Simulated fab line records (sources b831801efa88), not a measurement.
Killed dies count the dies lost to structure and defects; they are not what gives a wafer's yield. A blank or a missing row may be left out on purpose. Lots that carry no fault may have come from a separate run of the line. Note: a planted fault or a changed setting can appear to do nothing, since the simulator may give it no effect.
Which tool is to blame? | flow gf180mcu | 6 lots, 18 wafers sampled, at 1 step of a route of 602

== WHAT THE GAUGES READ, wafer by wafer ==
GF_V5_THK_MEAS_25: measures by xrf.
lot  | measured     | on            | V5_W_THK (nm)
L596 | day 27 15:31 | film metro-04 | 351 348 353
L600 | day 28 19:14 | film metro-04 | 364 360 355
L604 | day 30 02:13 | film metro-04 | 373 359 365
L606 | day 30 19:37 | film metro-04 | 364 348 366
L614 | day 32 15:32 | film metro-01 | 365 360 361
L618 | day 33 13:54 | film metro-02 | 371 374 356

== EACH LOT AND THE TOOL THAT RAN IT (in order: tool; ch and the chambers of the sampled wafers; start) ==
The record holds no process step before these readings.

== THE ANSWER, worked out from the rows above alone ==
Rule: usual is defined by the lots themselves. The widest of any qualifying gaps counts: lots, ordered by their means at a reading, are off when they make up no more than a third of the lots, leave a main group of 4 or more, and stand apart from it by 3 or more times the standard deviation of that group's means. A main group whose means are all the same, to the digits that the tables above print for the reading, isn't used. A lot without any number at a reading at which 4 lots or more have one is off too. Any other lot the step has rows for is counted as sound.
No lot is off on any of the readings shown, so nothing can be concluded from this.

== WHAT THE SIMULATOR PUT IN ==
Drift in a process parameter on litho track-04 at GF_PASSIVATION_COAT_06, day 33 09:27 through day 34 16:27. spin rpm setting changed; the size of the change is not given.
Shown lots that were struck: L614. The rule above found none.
